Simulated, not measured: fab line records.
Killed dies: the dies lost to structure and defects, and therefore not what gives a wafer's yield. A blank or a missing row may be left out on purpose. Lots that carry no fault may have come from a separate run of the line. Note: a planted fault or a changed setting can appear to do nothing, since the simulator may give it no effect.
Struck lot and sound lot, side by side / flow sky130 / 43 out of 708 route steps
Sound: these wafers, L737.2, L737.5, L737.6. Struck: wafers L754.4, L754.5. (L754.3 of the same lot was not struck and is left out.) The cause comes at the end.
Per side, at each step with rows, come the tool, then ch with its chambers, and then its first start. Under that, the readings that differ: sound wafers / struck wafers / difference of the means / sigmas: that difference in standard deviations of wafers without a fault.
alike: a reading whose means differ by less than 2 such deviations, as well as words and numbers matching on both sides. not compared: withheld readings; readings where some wafer has no value; bounds like >300 that might hide an equal value; numbers whose values overlap and for which the record gives no deviation.
Wherever a step has rows on one side only, a row that says differs or no value, or a row with sigmas, the two part there. Non-overlapping numbers with no deviation appear without sigmas and do not part them. Lack of a reading on every wafer of one side parts them only where that side has two or more wafers.

first, 3 steps without rows for these wafers: SKY_FIELD_ISO_WET_ETCH_30 (etches SiO2 in dHF, target depth 25 nm, time 50 s); SKY_NWELL_CLEAN_00 (cleans in SC1/SC2, time 150 s); SKY_NWELL_OXIDATION_01 (stabilise 600 s, purge 300 s, target thk 10 nm).
SKY_NWELL_THK_MEAS_02:
  sound on film_metro-01, day 2 21:28; struck on film_metro-03, day 6 14:02
  alike: NWELL_OXIDATION_THK
then, 8 steps without rows for these wafers: SKY_DNWELL_DEHYDRATE_00 (time 60 s); SKY_DNWELL_HMDS_01 (prime time 60 s); SKY_DNWELL_COAT_02 (resist thk 3000 nm); SKY_DNWELL_SOFTBAKE_03; SKY_DNWELL_EXPOSE_04 (exposes mask DNM, target cd 3000 nm); SKY_DNWELL_PEB_05; SKY_DNWELL_DEVELOP_06 (develop time 60 s); SKY_DNWELL_IMPLANT_07.
SKY_DNWELL_STRIP_08: strips in O2/N2.
  sound on plasma_asher-01 ch 0,1, day 3 13:43; struck on plasma_asher-01 ch 1, day 7 09:35
  alike: drypump_motor_current_A, oes_product_au, strip_time_to_endpoint_s
  not compared: rf_hours_counter_h
SKY_DNWELL_TW_MEAS_09:
  sound on film_metro-01, day 3 13:49; struck on film_metro-03, day 7 09:41
  alike: DNWELL_TW
then, 7 steps without rows for these wafers: SKY_PWDE_DEHYDRATE_00 (time 60 s); SKY_PWDE_HMDS_01 (prime time 60 s); SKY_PWDE_COAT_02 (resist thk 3000 nm); SKY_PWDE_SOFTBAKE_03; SKY_PWDE_EXPOSE_04 (exposes mask PWDEM, target cd 840 nm); SKY_PWDE_PEB_05; SKY_PWDE_DEVELOP_06 (develop time 60 s).
SKY_PWDE_OVL_MEAS_07:
  sound on overlay-01, day 4 06:35; struck on overlay-02, day 8 05:35
  alike: PWDE_OVL
following that, these wafers have no rows for 1 step: SKY_PWDE_IMPLANT_08.
SKY_PWDE_STRIP_09: strips in O2/N2.
  sound on plasma_asher-02 ch 0,1, day 4 06:46; struck on plasma_asher-02 ch 0,1, day 8 05:48
reading=strip_time_to_endpoint_s (s); sound=36.91 36.88 37.00; struck=36.74 36.74; difference=-0.19; sigmas=-2
  alike: drypump_motor_current_A, oes_product_au
  not compared: rf_hours_counter_h
SKY_PWDE_TW_MEAS_10:
  sound on film_metro-02, day 4 06:52; struck on film_metro-01, day 8 05:53
  alike: PWDE_TW
then, 7 steps without rows for these wafers: SKY_NWELL_DEHYDRATE_03 (time 60 s); SKY_NWELL_HMDS_04 (prime time 60 s); SKY_NWELL_COAT_05 (resist thk 3000 nm); SKY_NWELL_SOFTBAKE_06; SKY_NWELL_EXPOSE_07 (exposes mask NWM, target cd 840 nm); SKY_NWELL_PEB_08; SKY_NWELL_DEVELOP_09 (develop time 60 s).
SKY_NWELL_OVL_MEAS_10:
  sound on overlay-02, day 4 23:58; struck on overlay-02, day 9 02:32
reading=NWELL_00_OVL (nm); sound=-0.2 1.0 0.6; struck=-3.5 -2.0; difference=-3.2; sigmas=-2
then, 3 steps without rows for these wafers: SKY_NWELL_IMPLANT_11; SKY_NWELL_IMPLANT_12; SKY_NWELL_IMPLANT_13.
SKY_NWELL_STRIP_14: strips in O2/N2.
  sound on plasma_asher-03 ch 0,1, day 5 00:27; struck on plasma_asher-03 ch 0, day 9 03:02
  alike: drypump_motor_current_A, oes_product_au, strip_time_to_endpoint_s
  not compared: rf_hours_counter_h
SKY_NWELL_TW_MEAS_15:
  sound on film_metro-03, day 5 00:34; struck on film_metro-01, day 9 03:07
  alike: NWELL_TW
then, 4 steps without rows for these wafers: SKY_NWELL_DEHYDRATE_16 (time 60 s); SKY_NWELL_HMDS_17 (prime time 60 s); SKY_NWELL_COAT_18 (resist thk 3000 nm); SKY_NWELL_SOFTBAKE_19.
-- the record jumps here: 41 days lie between the struck wafers' starts before and after (it left off in module NWELL and takes up again in module PAD_OPEN, whose first step shown is number 708 of the route) --
SKY_PAD_OPEN_PROBE_99:
  sound on prober-01, day 46 08:48; struck on prober-02, day 50 01:56
reading=killed_at_M0_to_M3; sound=51 44 51; struck=30 33; difference=-17; sigmas=-2
reading=killed_at_front_end; sound=19 15 14; struck=65 74; difference=+54; sigmas=+12
reading=killed_dies; sound=90 85 91; struck=124 128; difference=+37; sigmas=+4
  alike: killed_at_M4_up, killed_at_contacts, killed_at_other, killed_open, killed_short

WHERE THEY PART
At SKY_PWDE_STRIP_09 first; at SKY_PAD_OPEN_PROBE_99 last (within this record only).

WHY: the cause the simulator had injected
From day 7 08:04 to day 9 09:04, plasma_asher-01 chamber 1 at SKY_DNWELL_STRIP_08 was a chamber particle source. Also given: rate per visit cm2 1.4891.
